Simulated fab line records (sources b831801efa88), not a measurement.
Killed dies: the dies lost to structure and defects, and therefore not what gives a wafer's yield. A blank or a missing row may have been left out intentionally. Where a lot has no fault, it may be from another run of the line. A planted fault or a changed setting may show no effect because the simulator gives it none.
Chamber matching -- flow gf180mcu -- 3 sister chambers for GF_CONTACT_CVD_02 on pecvd-04
The step deposits SiO2 from TEOS, target thk 860 nm, time 95.992 s. 6 wafers are shown with their chamber, then 7 later ones without.

== EACH WAFER AND ITS CHAMBER ==
wafer,chamber,heaterPowerW (W)
L620.6,2,620
L623.4,1,663
L624.2,1,713
L624.6,2,530
L626.2,0,718
L626.5,0,600

== WAFERS MISSING THEIR CHAMBER ==
wafer,heaterPowerW (W)
L626.6,576
L628.1,670
L628.2,636
L628.4,718
L630.1,728
L630.2,735
L630.5,577

== WHICH CHAMBER EACH ONE RAN IN ==
wafer,from the rows above,in truth
L626.6,can't be placed: 2 or 0 or 1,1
L628.1,can't be placed: 0 or 1 or 2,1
L628.2,can't be placed: 0 or 1 or 2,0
L628.4,can't be placed: 1 or 0 or 2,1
L630.1,can't be placed: 1 or 0 or 2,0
L630.2,can't be placed: 1 or 0 or 2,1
L630.5,can't be placed: 2 or 0 or 1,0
Correct placement for 0 of the 7. Cannot be placed on the basis of these rows: 7; the candidates contain the true chamber in 7. Wrongly placed: 0.
How it was worked out, from the rows above alone: a wafer's distance from a chamber is the root of the sum, over the readings, of the square of ((its reading less the chamber's mean) divided by the reading's scatter). The wafer belongs to the nearest chamber; if the next one is less than 2 further off, it can't be placed. The mean given for a chamber averages the wafers shown for that chamber. The scatter: the root of (the sum of the squares of (reading less its chamber's mean) over the shown wafers, divided by (wafers less chambers)).
